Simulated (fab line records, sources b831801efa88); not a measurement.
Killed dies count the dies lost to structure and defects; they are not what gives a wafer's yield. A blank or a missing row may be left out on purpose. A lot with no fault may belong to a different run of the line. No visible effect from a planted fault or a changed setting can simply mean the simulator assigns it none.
Which tool was responsible? || flow sky130 || 10 lots, 29 wafers sampled, at 5 steps of a route of 708

== WHAT THE GAUGES READ, wafer by wafer ==
SKY_LI_CONTACT_THK_MEAS_01.
{"lot": "L703", "measured": "day 28 13:14", "on": "film_metro-03", "LI_CONTACT_HDPCVD_THK (nm)": "935 926 924"}
{"lot": "L704", "measured": "day 29 01:02", "on": "film_metro-01", "LI_CONTACT_HDPCVD_THK (nm)": "936 925 929"}
{"lot": "L705", "measured": "day 29 06:34", "on": "film_metro-01", "LI_CONTACT_HDPCVD_THK (nm)": "931 943 929"}
{"lot": "L714", "measured": "day 32 13:04", "on": "film_metro-01", "LI_CONTACT_HDPCVD_THK (nm)": "930 920 919"}
{"lot": "L715", "measured": "day 32 21:34", "on": "film_metro-04", "LI_CONTACT_HDPCVD_THK (nm)": "934 916"}
{"lot": "L718", "measured": "day 34 03:30", "on": "film_metro-04", "LI_CONTACT_HDPCVD_THK (nm)": "934 914 927"}
{"lot": "L720", "measured": "day 34 11:08", "on": "film_metro-01", "LI_CONTACT_HDPCVD_THK (nm)": "924 931 934"}
{"lot": "L719", "measured": "day 34 14:52", "on": "film_metro-04", "LI_CONTACT_HDPCVD_THK (nm)": "935 930 930"}
{"lot": "L722", "measured": "day 34 19:59", "on": "film_metro-04", "LI_CONTACT_HDPCVD_THK (nm)": "946 933 935"}
{"lot": "L724", "measured": "day 35 10:03", "on": "film_metro-03", "LI_CONTACT_HDPCVD_THK (nm)": "933 951 934"}

SKY_LOCAL_INTERCONNECT_RS_MEAS_01: the measuring method here is four-point-probe.
{"lot": "L703", "measured": "day 29 19:05", "on": "film_metro-04", "LOCAL_INTERCONNECT_TIN_RS (ohm/sq)": "14.31 14.36 14.49"}
{"lot": "L704", "measured": "day 30 06:23", "on": "film_metro-02", "LOCAL_INTERCONNECT_TIN_RS (ohm/sq)": "14.00 13.98 13.93"}
{"lot": "L705", "measured": "day 30 12:46", "on": "film_metro-01", "LOCAL_INTERCONNECT_TIN_RS (ohm/sq)": "13.76 13.82 13.87"}
{"lot": "L714", "measured": "day 33 17:25", "on": "film_metro-02", "LOCAL_INTERCONNECT_TIN_RS (ohm/sq)": "16.07 14.22 16.02"}
{"lot": "L715", "measured": "day 34 02:48", "on": "film_metro-02", "LOCAL_INTERCONNECT_TIN_RS (ohm/sq)": "13.95 15.88"}
{"lot": "L718", "measured": "day 35 08:24", "on": "film_metro-01", "LOCAL_INTERCONNECT_TIN_RS (ohm/sq)": "13.91 14.08 13.91"}
{"lot": "L720", "measured": "day 35 15:57", "on": "film_metro-01", "LOCAL_INTERCONNECT_TIN_RS (ohm/sq)": "14.01 14.14 14.04"}
{"lot": "L719", "measured": "day 35 19:53", "on": "film_metro-02", "LOCAL_INTERCONNECT_TIN_RS (ohm/sq)": "14.12 14.09 14.25"}
{"lot": "L722", "measured": "day 36 01:12", "on": "film_metro-01", "LOCAL_INTERCONNECT_TIN_RS (ohm/sq)": "14.00 13.92 13.95"}
{"lot": "L724", "measured": "day 36 14:09", "on": "film_metro-02", "LOCAL_INTERCONNECT_TIN_RS (ohm/sq)": "14.18 13.92 14.01"}

SKY_LOCAL_INTERCONNECT_THK_MEAS_02: measures by xrf.
{"lot": "L703", "measured": "day 29 19:13", "on": "film_metro-04", "LOCAL_INTERCONNECT_TIN_THK (nm)": "99.2 98.5 98.2"}
{"lot": "L704", "measured": "day 30 06:31", "on": "film_metro-02", "LOCAL_INTERCONNECT_TIN_THK (nm)": "100.2 100.9 100.9"}
{"lot": "L705", "measured": "day 30 12:53", "on": "film_metro-01", "LOCAL_INTERCONNECT_TIN_THK (nm)": "101.9 101.6 101.4"}
{"lot": "L714", "measured": "day 33 17:32", "on": "film_metro-02", "LOCAL_INTERCONNECT_TIN_THK (nm)": "88.3 99.6 88.2"}
{"lot": "L715", "measured": "day 34 02:55", "on": "film_metro-02", "LOCAL_INTERCONNECT_TIN_THK (nm)": "101.0 89.1"}
{"lot": "L718", "measured": "day 35 08:31", "on": "film_metro-01", "LOCAL_INTERCONNECT_TIN_THK (nm)": "101.0 100.1 101.7"}
{"lot": "L720", "measured": "day 35 16:04", "on": "film_metro-01", "LOCAL_INTERCONNECT_TIN_THK (nm)": "100.7 100.6 100.8"}
{"lot": "L719", "measured": "day 35 19:59", "on": "film_metro-02", "LOCAL_INTERCONNECT_TIN_THK (nm)": "99.4 100.0 98.6"}
{"lot": "L722", "measured": "day 36 01:17", "on": "film_metro-01", "LOCAL_INTERCONNECT_TIN_THK (nm)": "100.9 101.3 101.0"}
{"lot": "L724", "measured": "day 36 14:16", "on": "film_metro-02", "LOCAL_INTERCONNECT_TIN_THK (nm)": "99.7 101.0 100.5"}

== WHAT TOOL EACH LOT RAN ON (gives the tool, then ch and the chambers of the sampled wafers, and finally the start) ==
{"lot": "L703", "SKY_LI_CONTACT_ETCH_15": "rie_diel-04 ch 0,2, day 29 17:54", "SKY_LOCAL_INTERCONNECT_SPUTTER_00": "pvd_sputter-04, day 29 19:01"}
{"lot": "L704", "SKY_LI_CONTACT_ETCH_15": "rie_diel-01 ch 0,2,3, day 30 05:12", "SKY_LOCAL_INTERCONNECT_SPUTTER_00": "pvd_sputter-04, day 30 06:19"}
{"lot": "L705", "SKY_LI_CONTACT_ETCH_15": "rie_diel-04 ch 1,3, day 30 11:34", "SKY_LOCAL_INTERCONNECT_SPUTTER_00": "pvd_sputter-01, day 30 12:41"}
{"lot": "L714", "SKY_LI_CONTACT_ETCH_15": "rie_diel-03 ch 1,2,3, day 33 16:12", "SKY_LOCAL_INTERCONNECT_SPUTTER_00": "pvd_sputter-04, day 33 17:20"}
{"lot": "L715", "SKY_LI_CONTACT_ETCH_15": "rie_diel-01 ch 1,2, day 34 01:37", "SKY_LOCAL_INTERCONNECT_SPUTTER_00": "pvd_sputter-04, day 34 02:44"}
{"lot": "L718", "SKY_LI_CONTACT_ETCH_15": "rie_diel-04 ch 1,2,3, day 35 07:13", "SKY_LOCAL_INTERCONNECT_SPUTTER_00": "pvd_sputter-01, day 35 08:20"}
{"lot": "L720", "SKY_LI_CONTACT_ETCH_15": "rie_diel-01 ch 0,1, day 35 14:46", "SKY_LOCAL_INTERCONNECT_SPUTTER_00": "pvd_sputter-01, day 35 15:53"}
{"lot": "L719", "SKY_LI_CONTACT_ETCH_15": "rie_diel-01 ch 0,3, day 35 18:40", "SKY_LOCAL_INTERCONNECT_SPUTTER_00": "pvd_sputter-01, day 35 19:47"}
{"lot": "L722", "SKY_LI_CONTACT_ETCH_15": "rie_diel-01 ch 2,3, day 35 23:57", "SKY_LOCAL_INTERCONNECT_SPUTTER_00": "pvd_sputter-01, day 36 01:04"}
{"lot": "L724", "SKY_LI_CONTACT_ETCH_15": "rie_diel-01 ch 0,2,3, day 36 12:58", "SKY_LOCAL_INTERCONNECT_SPUTTER_00": "pvd_sputter-01, day 36 14:05"}
- SKY_LI_CONTACT_ETCH_15: etches PSG in C4F8/O2/Ar, stops on Si, target depth 600 nm.
- SKY_LOCAL_INTERCONNECT_SPUTTER_00: material TiN, target thk 100 nm, time 83.3 s.

== WHAT THE TOOLS THEMSELVES READ (means of the sampled wafers that have a number; where no wafer has one, the mark that the record gives instead) ==
SKY_LI_CONTACT_ETCH_15.
{"lot": "L703", "tool": "rie_diel-04", "oes_product_au (a.u.)": 0.834}
{"lot": "L704", "tool": "rie_diel-01", "oes_product_au (a.u.)": 0.834}
{"lot": "L705", "tool": "rie_diel-04", "oes_product_au (a.u.)": 0.837}
{"lot": "L714", "tool": "rie_diel-03", "oes_product_au (a.u.)": 0.838}
{"lot": "L715", "tool": "rie_diel-01", "oes_product_au (a.u.)": 0.840}
{"lot": "L718", "tool": "rie_diel-04", "oes_product_au (a.u.)": 0.838}
{"lot": "L720", "tool": "rie_diel-01", "oes_product_au (a.u.)": 0.835}
{"lot": "L719", "tool": "rie_diel-01", "oes_product_au (a.u.)": 0.835}
{"lot": "L722", "tool": "rie_diel-01", "oes_product_au (a.u.)": 0.842}
{"lot": "L724", "tool": "rie_diel-01", "oes_product_au (a.u.)": 0.835}

SKY_LOCAL_INTERCONNECT_SPUTTER_00.
{"lot": "L703", "tool": "pvd_sputter-04", "throttle_valve_pct (%)": 30.3}
{"lot": "L704", "tool": "pvd_sputter-04", "throttle_valve_pct (%)": 30.0}
{"lot": "L705", "tool": "pvd_sputter-01", "throttle_valve_pct (%)": 30.2}
{"lot": "L714", "tool": "pvd_sputter-04", "throttle_valve_pct (%)": 30.0}
{"lot": "L715", "tool": "pvd_sputter-04", "throttle_valve_pct (%)": 30.3}
{"lot": "L718", "tool": "pvd_sputter-01", "throttle_valve_pct (%)": 30.0}
{"lot": "L720", "tool": "pvd_sputter-01", "throttle_valve_pct (%)": 30.1}
{"lot": "L719", "tool": "pvd_sputter-01", "throttle_valve_pct (%)": 30.3}
{"lot": "L722", "tool": "pvd_sputter-01", "throttle_valve_pct (%)": 31.0}
{"lot": "L724", "tool": "pvd_sputter-01", "throttle_valve_pct (%)": 29.9}

== THE ANSWER, worked out from the rows above alone ==
Rule: usual is defined by the lots themselves. Put in order of their means at a reading, lots are off if they are a third of the lots or fewer, leave a main group of 4 or more, and stand apart from it by a gap of 3 or more times the standard deviation of the main group's means; of several such gaps the widest counts. The tables above print the reading to a certain number of digits; a main group whose means all agree to those digits is not used. Also off: a lot with no number at a reading for which 4 or more lots have one. Where the step has rows for the other lots, those lots are counted as sound. The gauges are gone through in route order, then the tools' own readings, and for those a lot's mean is taken as printed above. At the first step where some lot is off, the reading lying furthest off is the one used; lots without a number count as furthest.
Off: at SKY_LOCAL_INTERCONNECT_RS_MEAS_01 (LOCAL_INTERCONNECT_TIN_RS), L714, L715. Mean 14.04 ohm/sq and standard deviation 0.16 in the main group.
A tool fits if, at a process step before that reading, it ran every lot that is off, and no sound lot after the first of them. Those tools and the gauges at SKY_LOCAL_INTERCONNECT_RS_MEAS_01 are tried in the same way. One candidate fits, namely pvd_sputter-04 at SKY_LOCAL_INTERCONNECT_SPUTTER_00. Its last sound lot is L704 (day 30 06:19), its first lot that is off L714 (day 33 17:20): a fault that began between those two fits.

== WHAT THE SIMULATOR HAD PUT IN ==
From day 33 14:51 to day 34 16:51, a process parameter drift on pvd_sputter-04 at SKY_LOCAL_INTERCONNECT_SPUTTER_00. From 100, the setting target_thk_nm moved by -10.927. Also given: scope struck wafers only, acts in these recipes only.
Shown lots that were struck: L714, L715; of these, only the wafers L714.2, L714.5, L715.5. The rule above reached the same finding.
